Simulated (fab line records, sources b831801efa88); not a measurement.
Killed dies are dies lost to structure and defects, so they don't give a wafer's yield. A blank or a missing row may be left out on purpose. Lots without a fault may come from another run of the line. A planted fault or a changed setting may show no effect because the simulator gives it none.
fab line records | flow sky130
record lots=5 wafers=15 last_day=50
route steps=708 shown VIA1@480 METAL2@483 VIA2@507
lots that met no fault: from a run of the same line without faults
start_h: hours from the record's first day to the start of the lot's first wafer shown | wait_h: hours since the lot's step before | " the same as in the row above | L1.1+2: a row that stands for several wafers | - no value, or no start given | * or withheld: withheld | < > ~ a bound
route shown NAME@n: a module of which the file shows steps, and the number in the route of the first | usual: mean/standard deviation of fault-free wafers | same: alike in all rows | chamber/n: place in a boat | sites: the reading at each site | _std_site: their standard deviation | _edge_site: outer sites' mean less inner sites' | radius_mm: how far each site lies from the wafer's centre | mask NAME#n: copy n | behind: the tool/chamber that last shaped the wafer | hold: why the lot was held/for how many hours/how that ended | device: the transistor (n, p or np) that didn't switch | end of line: the same wafers' tests at the end of the route | a step without rows: its recipe alone | killed: dies lost to structure and defects at the first sort, not the wafer's yield | map: a wafer's dies, x killed, . not, _ none there
set.NAME: the setting as run; set.NAME@STEP: as run at that earlier step | model.NAME: the simulator's own value behind a step, which no gauge read
lots at some steps of the route; a table a step, a row a wafer
services: from which hour (start_h, from the record's first day; less than 0 if before it) a tool's chamber was out of use, for how many hours, and why
## steps
# step SKY_VIA1_RS_MEAS_22
# recipe thk_meas_gauge=four-point-probe reads=W_of_VIA1_CVD_21+TiN_of_VIA1_SPUTTER_20
# usual VIA1_W_RS=0.428/0.0039
# columns lot.wafer tool chamber start_h wait_h VIA1_W_RS[ohm/sq]
L080.2 film_metro-02 - 847.53 0.1 0.431
L080.3 " - " " 0.427
L080.6 " - " " 0.436
L082.1 film_metro-03 - 859.40 0.1 0.427
L082.2 " - " " 0.424
L082.6 " - " " 0.429
L083.2 film_metro-02 - 870.92 0.1 0.425
L083.3 " - " " 0.418
L083.4 " - " " 0.423
L086.2 film_metro-02 - 892.51 0.1 0.430
L086.3 " - " " 0.427
L086.4 " - " " 0.430
L095.1 film_metro-03 - 958.07 0.1 0.418
L095.2 " - " " 0.423
L095.3 " - " " 0.422
# step SKY_VIA1_THK_MEAS_23
# recipe thk_meas_gauge=xrf reads=W_of_VIA1_CVD_21
# usual VIA1_W_THK=261/3.5
# columns lot.wafer tool chamber start_h wait_h VIA1_W_THK[nm]
L080.2 film_metro-02 - 847.64 0.1 253
L080.3 " - " " 257
L080.6 " - " " 253
L082.1 film_metro-03 - 859.52 0.1 261
L082.2 " - " " 264
L082.6 " - " " 260
L083.2 film_metro-02 - 871.03 0.1 260
L083.3 " - " " 265
L083.4 " - " " 260
L086.2 film_metro-02 - 892.62 0.1 260
L086.3 " - " " 261
L086.4 " - " " 261
L095.1 film_metro-03 - 958.19 0.1 267
L095.2 " - " " 264
L095.3 " - " " 266
# step SKY_VIA1_CMP_24
# recipe stop_on=SiO2 t_overpolish_s=15 down_force_psi=3.5 platen_rpm=60 target_thk_nm=0 pad_velocity_m_s=0.94248
# usual motor_current_A=10.9/1.4 overpolish_run_s=14.999/0.0093 time_to_endpoint_s=66.1/2.2
# columns lot.wafer tool chamber start_h wait_h motor_current_A overpolish_run_s time_to_endpoint_s
L080.3 cmp-02 2 847.69 0.0 10.9 15.001 66.6
L080.2 " 1 " " 8.2 14.998 65.6
L080.6 " 3 " " 10.9 14.987 62.5
L082.2 cmp-02 3 859.63 0.1 11.7 14.993 70.1
L082.1 " 1 " " 8.4 15.001 70.1
L082.6 " 3 " " 11.2 15.013 65.1
L083.2 cmp-01 3 871.40 0.4 9.5 14.988 64.3
L083.3 " 0 " " 11.9 15.001 71.7
L083.4 " 1 " " 11.3 15.008 66.5
L086.2 cmp-02 3 892.67 0.0 11.2 14.998 63.9
L086.3 " 0 " " 11.0 14.999 63.9
L086.4 " 2 " " 11.4 14.988 68.1
L095.1 cmp-02 0 958.25 0.1 10.3 15.002 68.2
L095.3 " 2 " " 11.4 15.007 67.9
L095.2 " 3 " " 11.6 15.003 63.5
# step SKY_METAL2_SPUTTER_00
# recipe material=Ti target_thk_nm=15 power_w=3000 time_s=10 chamber_pressure_pa=0.4
# usual throttle_valve_pct=30.1/0.53
# columns lot.wafer tool chamber start_h wait_h throttle_valve_pct
L080.2 pvd_sputter-03 - 847.99 0.1 29.1
L080.3 " - " " 30.7
L080.6 " - " " 28.8
L082.1 pvd_sputter-03 - 859.88 0.1 30.1
L082.2 " - " " 30.4
L082.6 " - " " 30.0
L083.2 pvd_sputter-04 - 871.65 0.2 29.5
L083.3 " - " " 30.2
L083.4 " - " " 30.1
L086.2 pvd_sputter-04 - 892.97 0.2 30.7
L086.3 " - " " 30.2
L086.4 " - " " 29.3
L095.1 pvd_sputter-04 - 958.55 0.2 29.4
L095.2 " - " " 30.4
L095.3 " - " " 30.1
# step SKY_METAL2_SPUTTER_01
# recipe material=TiN target_thk_nm=20 power_w=6500 time_s=16.7 chamber_pressure_pa=0.4
# usual throttle_valve_pct=30.2/0.53
# columns lot.wafer tool chamber start_h wait_h throttle_valve_pct
L080.2 pvd_sputter-03 - 848.02 0.0 29.2
L080.3 " - " " 30.6
L080.6 " - " " 28.8
L082.1 pvd_sputter-03 - 859.90 0.0 29.7
L082.2 " - " " 30.6
L082.6 " - " " 29.9
L083.2 pvd_sputter-04 - 871.67 0.0 29.7
L083.3 " - " " 30.0
L083.4 " - " " 29.8
L086.2 pvd_sputter-04 - 893.00 0.0 30.7
L086.3 " - " " 30.3
L086.4 " - " " 29.7
L095.1 pvd_sputter-04 - 958.57 0.0 29.3
L095.2 " - " " 30.6
L095.3 " - " " 30.2
# step SKY_METAL2_SPUTTER_02
# recipe material=AlCu target_thk_nm=250 power_w=10600 time_s=13.3 chamber_pressure_pa=0.4
# usual throttle_valve_pct=30.1/0.51
# columns lot.wafer tool chamber start_h wait_h throttle_valve_pct
L080.2 pvd_sputter-03 - 848.04 0.0 28.8
L080.3 " - " " 30.6
L080.6 " - " " 29.1
L082.1 pvd_sputter-03 - 859.92 0.0 29.9
L082.2 " - " " 30.2
L082.6 " - " " 29.8
L083.2 pvd_sputter-04 - 871.69 0.0 29.2
L083.3 " - " " 30.3
L083.4 " - " " 30.1
L086.2 pvd_sputter-04 - 893.02 0.0 30.6
L086.3 " - " " 30.0
L086.4 " - " " 29.7
L095.1 pvd_sputter-04 - 958.60 0.0 29.7
L095.2 " - " " 30.6
L095.3 " - " " 30.2
# step SKY_METAL2_SPUTTER_03
# recipe material=Ti target_thk_nm=5 power_w=3000 time_s=3.3 chamber_pressure_pa=0.4
# usual throttle_valve_pct=30.1/0.51
# columns lot.wafer tool chamber start_h wait_h throttle_valve_pct
L080.2 pvd_sputter-03 - 848.07 0.0 28.8
L080.3 " - " " 30.3
L080.6 " - " " 29.0
L082.1 pvd_sputter-03 - 859.95 0.0 29.8
L082.2 " - " " 30.0
L082.6 " - " " 29.7
L083.2 pvd_sputter-04 - 871.72 0.0 29.5
L083.3 " - " " 30.3
L083.4 " - " " 30.1
L086.2 pvd_sputter-04 - 893.05 0.0 30.6
L086.3 " - " " 30.1
L086.4 " - " " 29.5
L095.1 pvd_sputter-04 - 958.62 0.0 29.6
L095.2 " - " " 30.7
L095.3 " - " " 29.9
# step SKY_METAL2_SPUTTER_04
# recipe material=TiN target_thk_nm=70 power_w=6500 time_s=58.3 chamber_pressure_pa=0.4
# usual throttle_valve_pct=30.1/0.53
# columns lot.wafer tool chamber start_h wait_h throttle_valve_pct
L080.2 pvd_sputter-03 - 848.08 0.0 29.0
L080.3 " - " " 30.7
L080.6 " - " " 29.2
L082.1 pvd_sputter-03 - 859.97 0.0 29.9
L082.2 " - " " 30.6
L082.6 " - " " 29.9
L083.2 pvd_sputter-04 - 871.74 0.0 28.9
L083.3 " - " " 30.3
L083.4 " - " " 30.1
L086.2 pvd_sputter-04 - 893.07 0.0 30.7
L086.3 " - " " 30.1
L086.4 " - " " 29.6
L095.1 pvd_sputter-04 - 958.64 0.0 29.4
L095.2 " - " " 30.7
L095.3 " - " " 29.9
# step SKY_METAL2_RS_MEAS_05
# recipe thk_meas_gauge=four-point-probe reads=TiN_of_METAL2_SPUTTER_04+Ti_of_METAL2_SPUTTER_03+AlCu_of_METAL2_SPUTTER_02+TiN_of_METAL2_SPUTTER_01+Ti_of_METAL2_SPUTTER_00
# usual METAL2_ALCU_RS=0.1268/0.0013
# columns lot.wafer tool chamber start_h wait_h METAL2_ALCU_RS[ohm/sq]
L080.2 film_metro-01 - 848.15 0.0 0.1265
L080.3 " - " " 0.1280
L080.6 " - " " 0.1280
L082.1 film_metro-04 - 860.02 0.0 0.1249
L082.2 " - " " 0.1256
L082.6 " - " " 0.1246
L083.2 film_metro-04 - 871.80 0.0 0.1254
L083.3 " - " " 0.1248
L083.4 " - " " 0.1256
L086.2 film_metro-03 - 893.13 0.0 0.1268
L086.3 " - " " 0.1271
L086.4 " - " " 0.1257
L095.1 film_metro-03 - 958.69 0.0 0.1262
L095.2 " - " " 0.1267
L095.3 " - " " 0.1253
# step SKY_METAL2_THK_MEAS_06
# recipe thk_meas_gauge=xrf reads=AlCu_of_METAL2_SPUTTER_02
# usual METAL2_ALCU_THK=248.8/2.7
# columns lot.wafer tool chamber start_h wait_h METAL2_ALCU_THK[nm]
L080.2 film_metro-01 - 848.26 0.1 247.9
L080.3 " - " " 247.5
L080.6 " - " " 249.2
L082.1 film_metro-04 - 860.14 0.1 250.2
L082.2 " - " " 249.3
L082.6 " - " " 251.0
L083.2 film_metro-04 - 871.91 0.1 250.1
L083.3 " - " " 252.2
L083.4 " - " " 250.4
L086.2 film_metro-03 - 893.24 0.1 247.7
L086.3 " - " " 246.8
L086.4 " - " " 250.5
L095.1 film_metro-03 - 958.81 0.1 252.6
L095.2 " - " " 248.4
L095.3 " - " " 253.2
# step SKY_METAL2_DEHYDRATE_07
# recipe temp_c=200 time_s=60
# columns lot.wafer tool chamber start_h wait_h
L080.2+3+6 litho_track-03 0 860.78 12.5
L082.1+2+6 litho_track-01 0 872.31 12.2
L083.2+3+4 litho_track-03 0 884.13 12.2
L086.2+3+4 litho_track-01 0 904.74 11.5
L095.1+2+3 litho_track-01 0 970.71 11.9
# step SKY_METAL2_HMDS_08
# recipe prime_time_s=60 prime_temp_c=120
# columns lot.wafer tool chamber start_h wait_h
L080.2+3+6 litho_track-03 0 860.93 0.1
L082.1+2+6 litho_track-01 0 872.46 0.1
L083.2+3+4 litho_track-03 0 884.28 0.1
L086.2+3+4 litho_track-01 0 904.89 0.1
L095.1+2+3 litho_track-01 0 970.86 0.1
# step SKY_METAL2_COAT_09
# recipe resist=BARC temp_c=withheld time_s=withheld spin_rpm=3000 resist_thk_nm=60
# columns lot.wafer tool chamber start_h wait_h
L080.2+3+6 litho_track-03 0 861.08 0.1
L082.1+2+6 litho_track-01 0 872.61 0.1
L083.2+3+4 litho_track-03 0 884.43 0.1
L086.2+3+4 litho_track-01 0 905.04 0.1
L095.1+2+3 litho_track-01 0 971.01 0.1
# step SKY_METAL2_COAT_10
# recipe resist=KrF-thick spin_rpm=3000 resist_thk_nm=450
# columns lot.wafer tool chamber start_h wait_h
L080.2+3+6 litho_track-03 0 - -
L082.1+2+6 litho_track-01 0 - -
L083.2+3+4 litho_track-03 0 - -
L086.2+3+4 litho_track-01 0 - -
L095.1+2+3 litho_track-01 0 - -
# step SKY_METAL2_SOFTBAKE_11
# recipe temp_c=100 time_s=90 resist=KrF-thick
# columns lot.wafer tool chamber start_h wait_h
L080.2+3+6 litho_track-03 0 - -
L082.1+2+6 litho_track-01 0 - -
L083.2+3+4 litho_track-03 0 - -
L086.2+3+4 litho_track-01 0 - -
L095.1+2+3 litho_track-01 0 - -
# step SKY_METAL2_EXPOSE_12
# recipe mask_id=MM2 na=0.8 source_shape=annular sigma_inner=0.55 sigma_outer=0.85 target_cd_nm=140 dose_mj=28
# columns lot.wafer tool chamber start_h wait_h mask
L080.2+3+6 krf_scanner-01 0 - - MM2#0
L082.1+2+6 krf_scanner-02 0 - - MM2#0
L083.2+3+4 krf_scanner-02 0 - - MM2#0
L086.2+3+4 krf_scanner-01 0 - - MM2#0
L095.1+2+3 krf_scanner-01 0 - - MM2#0
# step SKY_METAL2_PEB_13
# recipe peb_temp_c=withheld peb_time_s=withheld resist=KrF-thick
# columns lot.wafer tool chamber start_h wait_h
L080.2+3+6 litho_track-04 0 - -
L082.1+2+6 litho_track-04 0 - -
L083.2+3+4 litho_track-01 0 - -
L086.2+3+4 litho_track-03 0 - -
L095.1+2+3 litho_track-01 0 - -
# step SKY_METAL2_DEVELOP_14
# recipe develop_time_s=60 resist=KrF-thick dev_temp_c=21
# columns lot.wafer tool chamber start_h wait_h
L080.2+3+6 litho_track-04 0 - -
L082.1+2+6 litho_track-04 0 - -
L083.2+3+4 litho_track-01 0 - -
L086.2+3+4 litho_track-03 0 - -
L095.1+2+3 litho_track-01 0 - -
# step SKY_METAL2_CD_MEAS_15
# recipe target_cd_nm=140
# usual cd_nm=139.8/1.5
# columns lot.wafer tool chamber start_h wait_h cd_nm
L080.2 cd_sem-02 - 873.92 - 140.4
L080.3 " - " " 141.1
L080.6 " - " " 140.7
L082.1 cd_sem-02 - 885.40 - 139.8
L082.2 " - " " 138.2
L082.6 " - " " 138.6
L083.2 cd_sem-02 - 897.83 - 141.5
L083.3 " - " " 140.9
L083.4 " - " " 140.9
L086.2 cd_sem-01 - 917.98 - 138.0
L086.3 " - " " 138.1
L086.4 " - " " 138.1
L095.1 cd_sem-01 - 982.91 - 139.5
L095.2 " - " " 141.4
L095.3 " - " " 141.7
# step SKY_METAL2_OVL_MEAS_16
# usual METAL2_OVL=-2/5.9
# columns lot.wafer tool chamber start_h wait_h METAL2_OVL[nm]
L080.2 overlay-02 - 874.03 0.1 -6
L080.3 " - " " -3
L080.6 " - " " -2
L082.1 overlay-01 - 885.52 0.1 -12
L082.2 " - " " 0
L082.6 " - " " 8
L083.2 overlay-01 - 897.94 0.1 -8
L083.3 " - " " 5
L083.4 " - " " -3
L086.2 overlay-01 - 918.08 0.1 -10
L086.3 " - " " -6
L086.4 " - " " -11
L095.1 overlay-01 - 983.03 0.1 10
L095.2 " - " " 8
L095.3 " - " " 10
# step SKY_METAL2_DESCUM_17
# recipe chemistry=O2 source_power_w=150 bias_power_w=0 pressure_mtorr=10 temp_c=40 time_s=8
# usual drypump_motor_current_A=5.68/0.22 oes_product_au=1.001/0.0078
# same bias_power_w=0
# columns lot.wafer tool chamber start_h wait_h drypump_motor_current_A oes_product_au rf_hours_counter_h
L080.2 rie_metal-03 1 874.06 0.0 5.67 1.007 8
L080.3 " 1 " " 5.62 0.997 -
L080.6 " 0 " " 5.94 0.991 -
L082.1 rie_metal-04 1 885.56 0.0 5.90 1.000 6
L082.2 " 0 " " 5.42 1.000 4
L082.6 " 0 " " 5.41 1.004 -
L083.2 rie_metal-03 0 897.97 0.0 5.90 0.990 13
L083.3 " 1 " " 5.68 0.995 -
L083.4 " 0 " " 5.88 0.990 -
L086.2 rie_metal-03 0 918.11 0.0 5.91 1.000 14
L086.3 " 1 " " 5.68 0.996 -
L086.4 " 0 " " 5.92 0.993 -
L095.1 rie_metal-04 1 983.07 0.0 5.91 1.011 11
L095.2 " 0 " " 5.39 1.001 9
L095.3 " 1 " " 5.90 1.009 -
# step SKY_METAL2_ETCH_18
# recipe chemistry=N2/H2 target=BARC ion_energy_ev=200 bias_w=100 pressure_mtorr=30 n2_flow_sccm=100 h2_flow_sccm=200 icp_w=500 stop_on=SiO2 time_s=45.9 target_depth_a=600
# usual drypump_motor_current_A=5.69/0.23 oes_product_au=0.854/0.0049 throttle_valve_pct=13.226/0.0091
# columns lot.wafer tool chamber start_h wait_h drypump_motor_current_A oes_product_au rf_hours_counter_h throttle_valve_pct
L080.2 rie_metal-03 1 874.09 0.0 5.66 0.861 8 13.226
L080.3 " 1 " " 5.65 0.854 - 13.227
L080.6 " 0 " " 5.97 0.863 - 13.231
L082.1 rie_metal-04 1 885.59 0.0 5.97 0.857 6 13.238
L082.2 " 0 " " 5.45 0.858 4 13.210
L082.6 " 0 " " 5.47 0.854 - 13.242
L083.2 rie_metal-03 0 898.00 0.0 5.93 0.855 13 13.234
L083.3 " 1 " " 5.67 0.852 - 13.211
L083.4 " 0 " " 5.94 0.850 - 13.230
L086.2 rie_metal-03 0 918.14 0.0 5.95 0.855 14 13.230
L086.3 " 1 " " 5.69 0.851 - 13.223
L086.4 " 0 " " 5.94 0.852 - 13.216
L095.1 rie_metal-04 1 983.10 0.0 5.98 0.857 11 13.228
L095.2 " 0 " " 5.40 0.852 9 13.209
L095.3 " 1 " " 5.94 0.854 - 13.242
# step SKY_METAL2_METAL_ETCH_19
# recipe target_depth_a=3600 stop_on=SiO2 over_etch_frac=0.3 time_s=78 chemistry=Cl2/BCl3 resist_sidewall_deg=88 pressure_mtorr=10 icp_w=900 bias_w=48.5 Cl2_flow_sccm=60 bcl3_flow_sccm=30
# usual drypump_motor_current_A=5.68/0.23 oes_product_au=0.854/0.0053 throttle_valve_pct=22.263/0.0097
# columns lot.wafer tool chamber start_h wait_h drypump_motor_current_A oes_product_au rf_hours_counter_h throttle_valve_pct
L080.2 rie_metal-03 1 874.16 0.0 5.68 0.847 8 22.258
L080.3 " 1 " " 5.69 0.852 - 22.259
L080.6 " 0 " " 5.90 0.851 - 22.260
L082.1 rie_metal-04 1 885.66 0.0 5.96 0.855 6 22.250
L082.2 " 0 " " 5.40 0.860 4 22.263
L082.6 " 0 " " 5.40 0.860 - 22.260
L083.2 rie_metal-03 0 898.06 0.0 5.91 0.850 13 22.265
L083.3 " 1 " " 5.66 0.858 - 22.246
L083.4 " 0 " " 5.93 0.851 - 22.267
L086.2 rie_metal-03 0 918.21 0.0 5.94 0.856 14 22.271
L086.3 " 1 " " 5.66 0.852 - 22.286
L086.4 " 0 " " 5.95 0.862 - 22.276
L095.1 rie_metal-04 1 983.16 0.0 5.92 0.846 11 22.259
L095.2 " 0 " " 5.41 0.854 9 22.269
L095.3 " 1 " " 5.93 0.856 - 22.257
# step SKY_METAL2_STRIP_20
# recipe chemistry=O2/N2 power_w=1400 pressure_mtorr=1500 platen_temp_c=withheld o2_flow_sccm=3000 n2_flow_sccm=300 overash_fraction=0.5
# usual drypump_motor_current_A=5.5/0.32 oes_product_au=0.343/0.0043 strip_time_to_endpoint_s=2.69/0.033
# columns lot.wafer tool chamber start_h wait_h drypump_motor_current_A oes_product_au rf_hours_counter_h strip_time_to_endpoint_s
L080.2 plasma_asher-01 1 874.25 0.1 5.6 0.337 76 2.70
L080.3 " 1 " " 5.6 0.343 - 2.72
L080.6 " 1 " " 5.6 0.337 - 2.73
L082.1 plasma_asher-02 0 885.75 0.1 5.8 0.351 15 2.65
L082.2 " 1 " " 5.0 0.342 15 2.66
L082.6 " 1 " " 5.0 0.340 - 2.65
L083.2 plasma_asher-01 0 898.15 0.1 5.7 0.344 79 2.66
L083.3 " 1 " " 5.6 0.348 - 2.67
L083.4 " 0 " " 5.7 0.350 - 2.70
L086.2 plasma_asher-03 0 918.30 0.1 4.9 0.345 46 2.74
L086.3 " 1 " " 5.7 0.352 - 2.73
L086.4 " 0 " " 4.9 0.349 - 2.71
L095.1 plasma_asher-01 0 983.25 0.1 5.7 0.341 88 2.70
L095.2 " 1 " " 5.6 0.340 88 2.71
L095.3 " 0 " " 5.7 0.339 - 2.70
# step SKY_METAL2_STRIP_21
# recipe chemistry=post_etch_residue_remover time_s=1200 temp_c=72.5
# usual bath_guard_temp_C=72.8/0.62 bath_heat_duty_pct=14.7/1.4
# columns lot.wafer tool chamber start_h wait_h bath_guard_temp_C bath_heat_duty_pct
L080.2 wet_bench-04 3 874.35 0.1 72.4 12.7
L080.3 " 3 " " 72.5 13.5
L080.6 " 3 " " 72.9 12.4
L082.1 wet_bench-03 2 885.85 0.1 73.0 13.7
L082.2 " 2 " " 72.5 12.8
L082.6 " 2 " " 72.9 14.1
L083.2 wet_bench-02 0 898.25 0.1 71.8 14.4
L083.3 " 0 " " 71.9 15.2
L083.4 " 0 " " 72.1 15.5
L086.2 wet_bench-04 0 918.40 0.1 72.8 15.3
L086.3 " 0 " " 73.3 14.5
L086.4 " 0 " " 73.1 15.3
L095.1 wet_bench-03 3 983.35 0.1 73.7 13.9
L095.2 " 3 " " 73.4 17.5
L095.3 " 3 " " 73.5 15.4
# step SKY_METAL2_CLEAN_22
# recipe chemistry=IPA time_s=180 temp_c=25
# usual bath_heat_duty_pct=6.2/0.69
# columns lot.wafer tool chamber start_h wait_h bath_heat_duty_pct
L080.2 wet_bench-03 1 874.72 0.0 7.4
L080.3 " 1 " " 6.1
L080.6 " 1 " " 6.4
L082.1 wet_bench-04 1 886.22 0.0 7.3
L082.2 " 1 " " 6.3
L082.6 " 1 " " 6.7
L083.2 wet_bench-03 1 898.63 0.0 7.6
L083.3 " 1 " " 6.8
L083.4 " 1 " " 6.4
L086.2 wet_bench-02 2 918.77 0.0 5.0
L086.3 " 2 " " 5.5
L086.4 " 2 " " 5.9
L095.1 wet_bench-02 1 983.70 0.0 7.0
L095.2 " 1 " " 6.0
L095.3 " 1 " " 6.2
# step SKY_METAL2_CLEAN_23
# recipe chemistry=O3/DIW dry=n2_spin
# columns lot.wafer tool chamber start_h wait_h
L080.2+3+6 wet_bench-02 2 874.78 0.0
L082.1+2+6 wet_bench-02 1 886.28 0.0
L083.2+3+4 wet_bench-04 1 898.69 0.0
L086.2+3+4 wet_bench-04 1 918.83 0.0
L095.1+2+3 wet_bench-03 0 983.75 0.0
# step SKY_VIA2_HDPCVD_00
# recipe material=SiO2 target_thk_nm=1180 sigma_open_frac=0.3 time_s=196.7 temp_c=400 sih4_flow_sccm=60 pressure_mtorr=6
# columns lot.wafer tool chamber start_h wait_h
L080.2+3+6 hdpcvd-02 0,2,2 874.98 0.0
L082.1+2+6 hdpcvd-02 0,2,2 886.38 0.0
L083.2+3+4 hdpcvd-02 0,1,2 898.78 0.0
L086.2+3+4 hdpcvd-02 2,0,0 918.93 0.0
L095.1+2+3 hdpcvd-02 0,1,2 983.85 0.0
# step SKY_VIA2_THK_MEAS_01
# recipe reads=SiO2_of_VIA2_HDPCVD_00
# usual VIA2_HDPCVD_THK=1181/10
# columns lot.wafer tool chamber start_h wait_h VIA2_HDPCVD_THK[nm]
L080.2 film_metro-04 - 875.11 0.1 1183
L080.3 " - " " 1201
L080.6 " - " " 1197
L082.1 film_metro-03 - 886.50 0.1 1179
L082.2 " - " " 1174
L082.6 " - " " 1166
L083.2 film_metro-04 - 898.91 0.1 1167
L083.3 " - " " 1175
L083.4 " - " " 1179
L086.2 film_metro-04 - 919.06 0.1 1183
L086.3 " - " " 1179
L086.4 " - " " 1178
L095.1 film_metro-02 - 983.97 0.1 1173
L095.2 " - " " 1195
L095.3 " - " " 1200
# step SKY_VIA2_CMP_02
# recipe material=SiO2 down_force_psi=4 platen_rpm=60 pad_velocity_m_s=0.94248
# usual motor_current_A=12.1/1.5
# columns lot.wafer tool chamber start_h wait_h motor_current_A
L080.3 cmp-01 0 875.21 0.1 12.4
L080.2 " 2 " " 14.5
L080.6 " 3 " " 10.7
L082.1 cmp-01 2 886.61 0.1 14.5
L082.2 " 3 " " 10.3
L082.6 " 2 " " 14.1
L083.3 cmp-02 3 898.96 0.0 12.3
L083.4 " 1 " " 9.6
L083.2 " 2 " " 13.2
L086.2 cmp-02 3 919.11 0.0 12.5
L086.4 " 0 " " 11.2
L086.3 " 2 " " 12.6
L095.1 cmp-01 1 984.03 0.1 11.7
L095.3 " 2 " " 14.4
L095.2 " 0 " " 12.0
# step SKY_VIA2_BOW_MEAS_03
# recipe mode=bow
# usual VIA2_BOW=86/7.5
# columns lot.wafer tool chamber start_h wait_h VIA2_BOW[um]
L080.2 film_metro-02 - 875.48 0.1 85
L080.3 " - " " 71
L080.6 " - " " 85
L082.1 film_metro-04 - 886.86 0.2 92
L082.2 " - " " 91
L082.6 " - " " 85
L083.2 film_metro-04 - 899.28 0.1 72
L083.3 " - " " 77
L083.4 " - " " 96
L086.2 film_metro-03 - 919.43 0.3 91
L086.3 " - " " 81
L086.4 " - " " 89
L095.1 film_metro-04 - 984.33 0.2 94
L095.2 " - " " 86
L095.3 " - " " 83
# step SKY_VIA2_DEHYDRATE_04
# recipe temp_c=200 time_s=60
# columns lot.wafer tool chamber start_h wait_h
L080.2+3+6 litho_track-01 0 888.19 12.7
L082.1+2+6 litho_track-03 0 899.31 12.4
L083.2+3+4 litho_track-02 0 910.91 11.6
L086.2+3+4 litho_track-03 0 930.63 11.2
L095.1+2+3 litho_track-02 0 995.73 11.4
# step SKY_VIA2_HMDS_05
# recipe prime_time_s=60 prime_temp_c=120
# columns lot.wafer tool chamber start_h wait_h
L080.2+3+6 litho_track-01 0 888.34 0.1
L082.1+2+6 litho_track-03 0 899.46 0.1
L083.2+3+4 litho_track-02 0 911.06 0.1
L086.2+3+4 litho_track-03 0 930.78 0.1
L095.1+2+3 litho_track-02 0 995.88 0.1
# step SKY_VIA2_COAT_06
# recipe resist=BARC temp_c=withheld time_s=withheld spin_rpm=3000 resist_thk_nm=60
# columns lot.wafer tool chamber start_h wait_h
L080.2+3+6 litho_track-01 0 888.49 0.1
L082.1+2+6 litho_track-03 0 899.61 0.1
L083.2+3+4 litho_track-02 0 911.21 0.1
L086.2+3+4 litho_track-03 0 930.93 0.1
L095.1+2+3 litho_track-02 0 996.03 0.1
# step SKY_VIA2_COAT_07
# recipe resist=KrF-thick spin_rpm=3000 resist_thk_nm=450
# columns lot.wafer tool chamber start_h wait_h
L080.2+3+6 litho_track-01 0 - -
L082.1+2+6 litho_track-03 0 - -
L083.2+3+4 litho_track-02 0 - -
L086.2+3+4 litho_track-03 0 - -
L095.1+2+3 litho_track-02 0 - -
# step SKY_VIA2_SOFTBAKE_08
# recipe temp_c=100 time_s=90 resist=KrF-thick
# columns lot.wafer tool chamber start_h wait_h
L080.2+3+6 litho_track-01 0 - -
L082.1+2+6 litho_track-03 0 - -
L083.2+3+4 litho_track-02 0 - -
L086.2+3+4 litho_track-03 0 - -
L095.1+2+3 litho_track-02 0 - -
# step SKY_VIA2_EXPOSE_09
# recipe mask_id=VIM2 na=0.8 source_shape=annular sigma_inner=0.55 sigma_outer=0.85 target_cd_nm=200 dose_mj=38
# columns lot.wafer tool chamber start_h wait_h mask
L080.2+3+6 krf_scanner-01 0 - - VIM2#0
L082.1+2+6 krf_scanner-01 0 - - VIM2#0
L083.2+3+4 krf_scanner-01 0 - - VIM2#0
L086.2+3+4 krf_scanner-02 0 - - VIM2#0
L095.1+2+3 krf_scanner-02 0 - - VIM2#0
# step SKY_VIA2_PEB_10
# recipe peb_temp_c=withheld peb_time_s=withheld resist=KrF-thick
# columns lot.wafer tool chamber start_h wait_h
L080.2+3+6 litho_track-02 0 - -
L082.1+2+6 litho_track-01 0 - -
L083.2+3+4 litho_track-01 0 - -
L086.2+3+4 litho_track-02 0 - -
L095.1+2+3 litho_track-01 0 - -
# step SKY_VIA2_DEVELOP_11
# recipe develop_time_s=60 resist=KrF-thick dev_temp_c=21
# columns lot.wafer tool chamber start_h wait_h
L080.2+3+6 litho_track-02 0 - -
L082.1+2+6 litho_track-01 0 - -
L083.2+3+4 litho_track-01 0 - -
L086.2+3+4 litho_track-02 0 - -
L095.1+2+3 litho_track-01 0 - -
# step SKY_VIA2_CD_MEAS_12
# recipe target_cd_nm=200
# usual cd_nm=199.8/1.6
# columns lot.wafer tool chamber start_h wait_h cd_nm
L080.2 cd_sem-01 - 901.45 - 201.2
L080.3 " - " " 200.5
L080.6 " - " " 200.6
L082.1 cd_sem-02 - 912.61 - 197.0
L082.2 " - " " 196.3
L082.6 " - " " 195.9
L083.2 cd_sem-01 - 924.13 - 200.4
L083.3 " - " " 199.9
L083.4 " - " " 200.1
L086.2 cd_sem-01 - 944.55 - 200.6
L086.3 " - " " 201.1
L086.4 " - " " 201.1
L095.1 cd_sem-01 - 1007.86 - 198.2
L095.2 " - " " 200.2
L095.3 " - " " 200.0
# step SKY_VIA2_OVL_MEAS_13
# usual VIA2_OVL=1/5.3
# columns lot.wafer tool chamber start_h wait_h VIA2_OVL[nm]
L080.2 overlay-01 - 901.56 0.1 -4
L080.3 " - " " 0
L080.6 " - " " 0
L082.1 overlay-01 - 912.73 0.1 -11
L082.2 " - " " -11
L082.6 " - " " -4
L083.2 overlay-01 - 924.24 0.1 -5
L083.3 " - " " -6
L083.4 " - " " 2
L086.2 overlay-01 - 944.66 0.1 3
L086.3 " - " " -4
L086.4 " - " " 0
L095.1 overlay-02 - 1007.98 0.1 -4
L095.2 " - " " -7
L095.3 " - " " -4
## services
# columns tool chamber start_h hours kind
wet_bench-02 - 838.89 5.4 repair
krf_scanner-01 - 840.62 3.6 pm
krf_scanner-01 - 844.17 1.0 pm
pvd_sputter-04 - 859.06 4.7 repair
hdpcvd-02 - 866.10 0.7 repair
krf_scanner-01 - 867.83 0.8 pm
cmp-02 - 868.57 4.8 pm
cmp-01 - 877.65 3.1 repair
krf_scanner-02 - 883.93 0.8 pm
krf_scanner-02 - 891.92 36.0 pm
rie_metal-04 - 910.39 1.4 pm
cmp-02 - 912.78 4.0 pm
krf_scanner-02 - 927.92 1.0 pm
krf_scanner-01 - 928.92 4.4 pm
krf_scanner-02 - 931.21 0.4 repair
krf_scanner-01 - 933.30 4.4 pm
krf_scanner-01 - 937.69 1.3 pm
krf_scanner-01 - 939.38 0.5 repair
krf_scanner-01 - 951.74 7.2 pm
cmp-01 - 954.59 2.3 repair
wet_bench-03 - 956.14 1.9 pm
krf_scanner-02 - 958.94 7.2 pm
krf_scanner-02 - 969.16 4.4 pm
cmp-02 - 975.43 6.7 pm
## key
fault none
